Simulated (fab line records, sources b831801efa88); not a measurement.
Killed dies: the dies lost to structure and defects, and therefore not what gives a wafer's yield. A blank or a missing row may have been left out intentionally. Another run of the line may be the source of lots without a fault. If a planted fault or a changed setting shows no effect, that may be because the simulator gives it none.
fab line records -- flow sky130
[record] lots = 14, wafers = 42, lastDay = 50
route steps=708 shown VIA3@585 VIA4@647 METAL5@664
lots untouched by any fault: they come from a run of this same line in which no faults occurred
startH: the number of hours between the record's first day and the start of the first shown wafer of the lot -- waitH: hours from the lot's prior step to this one -- " repeats the value in the row above -- L1.1+2: a single row standing in for several wafers -- - no value present, or no start provided -- * or withheld: withheld -- < > ~ a bound
route shown NAME@n: names a module that has steps shown in the file, with the first one's number in the route -- usual: mean/standard deviation of fault-free wafers -- same: alike in all rows -- chamber/n: place in a boat -- sites: the reading at each site -- _std_site: their standard deviation -- _edge_site: the outer-site mean with the inner-site mean subtracted -- radiusMm: for every site, how far away it sits from the centre of the wafer -- mask NAME#n: copy n -- behind: the most recent tool/chamber to have shaped the wafer -- hold: why the lot went on hold/how many hours it stayed there/how the hold came to an end -- device: the n, p or np transistor that did not switch -- end of line: the same wafers' tests at the end of the route -- a step without rows: its recipe alone -- killed: the dies lost at the first sort to structure and to defects; this is not the yield of the wafer -- map: dies across one wafer; x = killed, . = not, _ = none there
set.NAME: the setting as run; set.NAME@STEP: as run at that earlier step -- model.NAME: the simulator's own value behind a step, which no gauge read
steps of the route over a sample of lots; a table a step, a row a wafer
services: from which hour (startH, from the record's first day; less than 0 if before it) a tool's chamber was out of use, for how many hours, and why
[[steps]]
[step SKY_VIA3_CD_MEAS_12]
[recipe] targetCdNm = 200
[usual] cdNm = 199.9/1.5
lot.wafer,tool,chamber,startH,waitH,cdNm
L383.2,cdSem-02,-,952.11,-,197.9
L383.3,cdSem-02,-,952.11,-,199.3
L383.5,cdSem-02,-,952.11,-,198.4
L384.2,cdSem-01,-,958.82,-,201.4
L384.3,cdSem-01,-,958.82,-,200.5
L384.6,cdSem-01,-,958.82,-,200.6
L387.2,cdSem-02,-,960.76,-,198.5
L387.3,cdSem-02,-,960.76,-,200.1
L387.4,cdSem-02,-,960.76,-,199.4
L394.2,cdSem-02,-,995.76,-,200.7
L394.4,cdSem-02,-,995.76,-,200.6
L394.5,cdSem-02,-,995.76,-,199.5
L393.2,cdSem-02,-,996.76,-,197.9
L393.4,cdSem-02,-,996.76,-,197.7
L393.5,cdSem-02,-,996.76,-,197.7
L395.1,cdSem-01,-,1011.69,-,201.3
L395.2,cdSem-01,-,1011.69,-,200.8
L395.6,cdSem-01,-,1011.69,-,202.8
L396.1,cdSem-01,-,1013.20,-,199.8
L396.2,cdSem-01,-,1013.20,-,200.6
L396.5,cdSem-01,-,1013.20,-,199.6
L397.1,cdSem-01,-,1016.99,-,199.9
L397.3,cdSem-01,-,1016.99,-,199.8
L397.6,cdSem-01,-,1016.99,-,200.7
L401.1,cdSem-01,-,1057.74,-,201.0
L401.5,cdSem-01,-,1057.74,-,202.1
L401.6,cdSem-01,-,1057.74,-,202.6
L402.1,cdSem-01,-,1059.65,-,200.5
L402.4,cdSem-01,-,1059.65,-,200.8
L402.6,cdSem-01,-,1059.65,-,201.5
L403.1,cdSem-01,-,1063.64,-,198.3
L403.2,cdSem-01,-,1063.64,-,199.7
L403.6,cdSem-01,-,1063.64,-,198.7
L404.1,cdSem-01,-,1066.19,-,201.0
L404.3,cdSem-01,-,1066.19,-,201.4
L404.6,cdSem-01,-,1066.19,-,201.1
L405.1,cdSem-01,-,1068.25,-,200.3
L405.2,cdSem-01,-,1068.25,-,199.6
L405.5,cdSem-01,-,1068.25,-,199.8
L406.3,cdSem-02,-,1078.73,-,199.2
L406.5,cdSem-02,-,1078.73,-,198.8
L406.6,cdSem-02,-,1078.73,-,197.5
[step SKY_VIA3_RS_MEAS_22]
[recipe] thkMeasGauge = four-point-probe, reads = W_of_VIA3_CVD_21+TiN_of_VIA3_SPUTTER_20
[usual] VIA3_W_RS = 0.294/0.0033
lot.wafer,tool,chamber,startH,waitH,VIA3_W_RS[ohm/sq]
L383.2,filmMetro-03,-,953.19,0.1,0.295
L383.3,filmMetro-03,-,953.19,0.1,0.300
L383.5,filmMetro-03,-,953.19,0.1,0.297
L384.2,filmMetro-01,-,959.86,0.1,0.291
L384.3,filmMetro-01,-,959.86,0.1,0.293
L384.6,filmMetro-01,-,959.86,0.1,0.291
L387.2,filmMetro-03,-,961.80,0.1,0.294
L387.3,filmMetro-03,-,961.80,0.1,0.291
L387.4,filmMetro-03,-,961.80,0.1,0.293
L394.2,filmMetro-03,-,996.80,0.1,0.299
L394.4,filmMetro-03,-,996.80,0.1,0.300
L394.5,filmMetro-03,-,996.80,0.1,0.296
L393.2,filmMetro-01,-,997.83,0.1,0.287
L393.4,filmMetro-01,-,997.83,0.1,0.289
L393.5,filmMetro-01,-,997.83,0.1,0.293
L395.1,filmMetro-03,-,1012.76,0.1,0.290
L395.2,filmMetro-03,-,1012.76,0.1,0.298
L395.6,filmMetro-03,-,1012.76,0.1,0.297
L396.1,filmMetro-03,-,1014.27,0.1,0.293
L396.2,filmMetro-03,-,1014.27,0.1,0.294
L396.5,filmMetro-03,-,1014.27,0.1,0.298
L397.1,filmMetro-01,-,1018.06,0.1,0.294
L397.3,filmMetro-01,-,1018.06,0.1,0.292
L397.6,filmMetro-01,-,1018.06,0.1,0.292
L401.1,filmMetro-01,-,1063.02,0.1,0.297
L401.5,filmMetro-01,-,1063.02,0.1,0.289
L401.6,filmMetro-01,-,1063.02,0.1,0.294
L402.1,filmMetro-03,-,1063.59,0.1,0.293
L402.4,filmMetro-03,-,1063.59,0.1,0.294
L402.6,filmMetro-03,-,1063.59,0.1,0.296
L403.1,filmMetro-03,-,1064.68,0.1,0.295
L403.2,filmMetro-03,-,1064.68,0.1,0.295
L403.6,filmMetro-03,-,1064.68,0.1,0.294
L404.1,filmMetro-01,-,1067.23,0.1,0.293
L404.3,filmMetro-01,-,1067.23,0.1,0.293
L404.6,filmMetro-01,-,1067.23,0.1,0.290
L405.1,filmMetro-04,-,1069.29,0.1,0.293
L405.2,filmMetro-04,-,1069.29,0.1,0.291
L405.5,filmMetro-04,-,1069.29,0.1,0.295
L406.3,filmMetro-04,-,1079.77,0.1,0.287
L406.5,filmMetro-04,-,1079.77,0.1,0.294
L406.6,filmMetro-04,-,1079.77,0.1,0.290
[step SKY_VIA4_EXPOSE_08]
[recipe] maskId = VIM4, na = 0.6, sourceShape = conventional, sigmaOuter = 0.6, polarization = unpolarized, targetCdNm = 800, doseMj = 132
[usual] exposureDoseMJCm2 = 132.04/0.12, focusOffsetNm = 0.0/0.55
lot.wafer,tool,chamber,startH,waitH,mask,exposureDoseMJCm2,focusOffsetNm
L383.2,ilineStepper-02,0,1013.99,-,VIM4#0,131.86,-0.7
L383.3,ilineStepper-02,0,1013.99,-,VIM4#0,132.10,0.5
L383.5,ilineStepper-02,0,1013.99,-,VIM4#0,132.22,-0.3
L384.2,ilineStepper-01,0,1020.47,-,VIM4#0,132.10,-1.1
L384.3,ilineStepper-01,0,1020.47,-,VIM4#0,131.89,-1.1
L384.6,ilineStepper-01,0,1020.47,-,VIM4#0,131.89,-0.4
L387.2,ilineStepper-01,0,1022.97,-,VIM4#0,131.99,0.0
L387.3,ilineStepper-01,0,1022.97,-,VIM4#0,131.95,0.4
L387.4,ilineStepper-01,0,1022.97,-,VIM4#0,131.87,0.3
L394.2,ilineStepper-02,0,1056.06,-,VIM4#0,132.11,-0.2
L394.4,ilineStepper-02,0,1056.06,-,VIM4#0,132.30,-0.2
L394.5,ilineStepper-02,0,1056.06,-,VIM4#0,132.28,-0.3
L393.2,ilineStepper-01,0,1057.39,-,VIM4#0,131.98,-0.9
L393.4,ilineStepper-01,0,1057.39,-,VIM4#0,132.00,0.1
L393.5,ilineStepper-01,0,1057.39,-,VIM4#0,132.15,0.3
L395.1,ilineStepper-01,-,1069.65,-,VIM4#0,-,-
L395.2,ilineStepper-01,-,1069.65,-,VIM4#0,-,-
L395.6,ilineStepper-01,-,1069.65,-,VIM4#0,-,-
L396.1,ilineStepper-02,-,1070.97,-,VIM4#0,-,-
L396.2,ilineStepper-02,-,1070.97,-,VIM4#0,-,-
L396.5,ilineStepper-02,-,1070.97,-,VIM4#0,-,-
L397.1,ilineStepper-01,0,1076.08,-,VIM4#0,132.06,-0.8
L397.3,ilineStepper-01,0,1076.08,-,VIM4#0,132.11,-0.3
L397.6,ilineStepper-01,0,1076.08,-,VIM4#0,132.08,0.1
L401.1,ilineStepper-02,0,1117.78,-,VIM4#0,131.92,-0.4
L401.5,ilineStepper-02,0,1117.78,-,VIM4#0,131.96,-0.6
L401.6,ilineStepper-02,0,1117.78,-,VIM4#0,131.88,0.0
L402.1,ilineStepper-02,0,1119.05,-,VIM4#0,132.22,0.1
L402.4,ilineStepper-02,0,1119.05,-,VIM4#0,132.05,-0.6
L402.6,ilineStepper-02,0,1119.05,-,VIM4#0,131.93,-0.2
L403.1,ilineStepper-01,0,1119.77,-,VIM4#0,132.15,0.4
L403.2,ilineStepper-01,0,1119.77,-,VIM4#0,132.15,-0.1
L403.6,ilineStepper-01,0,1119.77,-,VIM4#0,132.10,-0.3
L404.1,ilineStepper-01,0,1122.05,-,VIM4#0,132.16,0.4
L404.3,ilineStepper-01,0,1122.05,-,VIM4#0,132.10,0.1
L404.6,ilineStepper-01,0,1122.05,-,VIM4#0,132.14,0.0
L405.1,ilineStepper-01,0,1124.90,-,VIM4#0,131.92,0.2
L405.2,ilineStepper-01,0,1124.90,-,VIM4#0,132.03,-0.3
L405.5,ilineStepper-01,0,1124.90,-,VIM4#0,131.83,0.6
L406.3,ilineStepper-01,0,1133.64,-,VIM4#0,131.82,-0.3
L406.5,ilineStepper-01,0,1133.64,-,VIM4#0,132.18,-0.3
L406.6,ilineStepper-01,0,1133.64,-,VIM4#0,131.81,-0.3
[step SKY_METAL5_SPUTTER_03]
[recipe] material = Ti, targetThkNm = 5, powerW = 3000, timeS = 3.3, chamberPressurePa = 0.4
[usual] throttleValvePct = 30.1/0.84
[same] timeS = 3.3
lot.wafer,tool,chamber,startH,waitH,throttleValvePct
L383.2,pvdSputter-02,-,1027.02,0.0,30.3
L383.3,pvdSputter-02,-,1027.02,0.0,29.0
L383.5,pvdSputter-02,-,1027.02,0.0,29.1
L384.2,pvdSputter-01,-,1033.87,0.0,30.2
L384.3,pvdSputter-01,-,1033.87,0.0,30.7
L384.6,pvdSputter-01,-,1033.87,0.0,29.9
L387.2,pvdSputter-03,-,1036.25,0.0,31.3
L387.3,pvdSputter-03,-,1036.25,0.0,29.7
L387.4,pvdSputter-03,-,1036.25,0.0,30.3
L394.2,pvdSputter-03,-,1066.95,0.0,30.3
L394.4,pvdSputter-03,-,1066.95,0.0,29.2
L394.5,pvdSputter-03,-,1066.95,0.0,28.6
L393.2,pvdSputter-01,-,1068.94,0.0,30.0
L393.4,pvdSputter-01,-,1068.94,0.0,30.5
L393.5,pvdSputter-01,-,1068.94,0.0,30.6
L397.1,pvdSputter-02,-,1088.66,0.0,28.8
L397.3,pvdSputter-02,-,1088.66,0.0,30.2
L397.6,pvdSputter-02,-,1088.66,0.0,30.5
L401.1,pvdSputter-01,-,1129.42,0.0,30.9
L401.5,pvdSputter-01,-,1129.42,0.0,30.7
L401.6,pvdSputter-01,-,1129.42,0.0,30.4
L402.1,pvdSputter-03,-,1130.60,0.0,28.3
L402.4,pvdSputter-03,-,1130.60,0.0,31.3
L402.6,pvdSputter-03,-,1130.60,0.0,29.1
L403.1,pvdSputter-03,-,1131.18,0.0,31.7
L403.2,pvdSputter-03,-,1131.18,0.0,29.4
L403.6,pvdSputter-03,-,1131.18,0.0,29.3
L404.1,pvdSputter-02,-,1132.84,0.0,28.8
L404.3,pvdSputter-02,-,1132.84,0.0,30.4
L404.6,pvdSputter-02,-,1132.84,0.0,28.8
L405.1,pvdSputter-03,-,1135.24,0.0,30.2
L405.2,pvdSputter-03,-,1135.24,0.0,29.3
L405.5,pvdSputter-03,-,1135.24,0.0,28.8
L406.3,pvdSputter-03,-,1144.05,0.0,31.6
L406.5,pvdSputter-03,-,1144.05,0.0,30.1
L406.6,pvdSputter-03,-,1144.05,0.0,31.6
[[services]]
tool,chamber,startH,hours,kind
pvdSputter-02,-,995.85,1.8,repair
ilineStepper-02,-,1026.71,2.7,repair
ilineStepper-02,-,1066.74,1.7,pm
pvdSputter-03,-,1070.13,1.3,repair
ilineStepper-02,0,1071.82,-,calibration
pvdSputter-03,-,1079.80,0.9,repair
ilineStepper-01,-,1117.47,1.7,pm
pvdSputter-02,-,1126.05,4.3,repair
ilineStepper-01,0,1142.94,-,calibration
[[key]]
[firstSign] step = SKY_VIA4_EXPOSE_08, reading = toolRecord, direction = missing
effect none on later readings
metAt SKY_VIA4_EXPOSE_08
struckLots L395,L396
laterRowsLeftOut L395.1,L395.2,L395.6,L396.1,L396.2,L396.5
sortLeftOut L395.1,L395.2,L395.6,L396.1,L396.2,L396.5
testerLeftOut L395
notActingAt SKY_VIA3_CD_MEAS_12,SKY_VIA3_RS_MEAS_22,SKY_METAL5_SPUTTER_03
onsetBetween 1057.39 1069.65
[earlierFault] kind = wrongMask, tool = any, chamber = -, onsetH = 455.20, steps = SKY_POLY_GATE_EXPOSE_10, auxCopy = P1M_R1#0, cdOffsetNm = 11, scope = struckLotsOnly
[fault] kind = skippedStepWhole, tool = ilineStepper-01,ilineStepper-02, chamber = -, onsetH = 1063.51, steps = SKY_VIA4_EXPOSE_08, scope = struckLotsOnly
// testerLeftOut: of these lots the tester's yield and bins aren't shown, on N5 and GAA mostly nor the transistor test; their killed dies are dies lost to structure and defects alone, not to doping, threshold or leakage, so they don't give the yield
// sortLeftOut: the simulated sort isn't trusted on such a fault, so these wafers' sort isn't shown, and their yield isn't known
// laterRowsLeftOut: the simulator's readings of these wafers behind a module that went badly wrong aren't trusted and aren't shown, but for the sort
